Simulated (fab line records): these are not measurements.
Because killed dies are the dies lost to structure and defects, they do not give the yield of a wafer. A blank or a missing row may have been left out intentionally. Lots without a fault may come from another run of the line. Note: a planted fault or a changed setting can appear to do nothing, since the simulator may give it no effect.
2 desks looking at one fault | flow gf180mcu | numbers are kept per desk, each desk with only its own; the story behind them comes last

## METROLOGY DESK
What the gauges read, lot by lot, whatever tool the lot ran on: means of the sampled wafers that have a number. A lot is out of limits, marked OUT, if its mean lies more than 4 standard deviations from the usual mean; the brackets give that distance.
Columns: A = cd-nm at GF_M2_CD_MEAS_14, usual 279.9 nm
lot  | first seen here | A
L347 | day 19 13:05    | 280.7
L350 | day 20 17:41    | 278.9
L351 | day 21 05:45    | 279.6
L352 | day 21 13:53    | 279.3
L354 | day 21 21:14    | 278.8
L353 | day 22 03:07    | 280.3
L358 | day 23 14:40    | 281.8
L360 | day 24 02:44    | 279.2
L361 | day 24 05:14    | 279.4
L362 | day 24 18:04    | 282.1
L363 | day 25 00:32    | 278.9
L365 | day 25 15:22    | 279.8
L367 | day 26 07:05    | 281.1
L369 | day 26 17:17    | 279.3
Result from this desk: across the 14 lots, nothing is out of limits.

## TOOL OWNER'S DESK, litho-track-02
The tool's own readings at GF_POLY_GATE_DEVELOP_09 (develop time 60 s): means of the sampled wafers that have a number, for each lot that ran on this tool. A lot is out of limits, marked OUT, if its mean lies more than 4 standard deviations from the usual mean; the brackets give that distance.
Columns: A = developer-temp-C at GF_POLY_GATE_DEVELOP_09, usual 20.99 C
lot  | first seen here | A
L350 | day 10 04:56    | 20.83
L351 | day 10 12:22    | 20.94
L352 | day 10 23:14    | 20.97
L353 | day 11 07:53    | 21.00
L358 | day 12 14:43    | 21.83 (+8.9) OUT
L360 | day 13 02:17    | 21.76 (+8.2) OUT
L361 | day 13 06:29    | 21.82 (+8.8) OUT
Finding of this desk: L358, L360, L361 out of limits; the first was L358 at day 12 14:43, on developer-temp-C at GF_POLY_GATE_DEVELOP_09. In limits: L350, L351, L352, L353.

## BROUGHT TOGETHER
On L358, L360, L361, at day 12 14:43, an alarm was possible from the tool owner's desk.
The metrology desk saw nothing out of limits.
The metrology desk holds a record of L358, L360, L361, inside its limits.
Every lot named ran GF_POLY_GATE_DEVELOP_09 on litho-track-02.

## WHAT WAS PUT IN BY THE SIMULATOR
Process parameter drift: litho-track-02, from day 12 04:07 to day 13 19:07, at GF_POLY_GATE_DEVELOP_09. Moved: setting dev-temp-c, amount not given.
Shown lots that were struck: L358, L360, L361.
Each desk's first reading out of limits, in hours after the fault started: the tool owner's desk, 11.
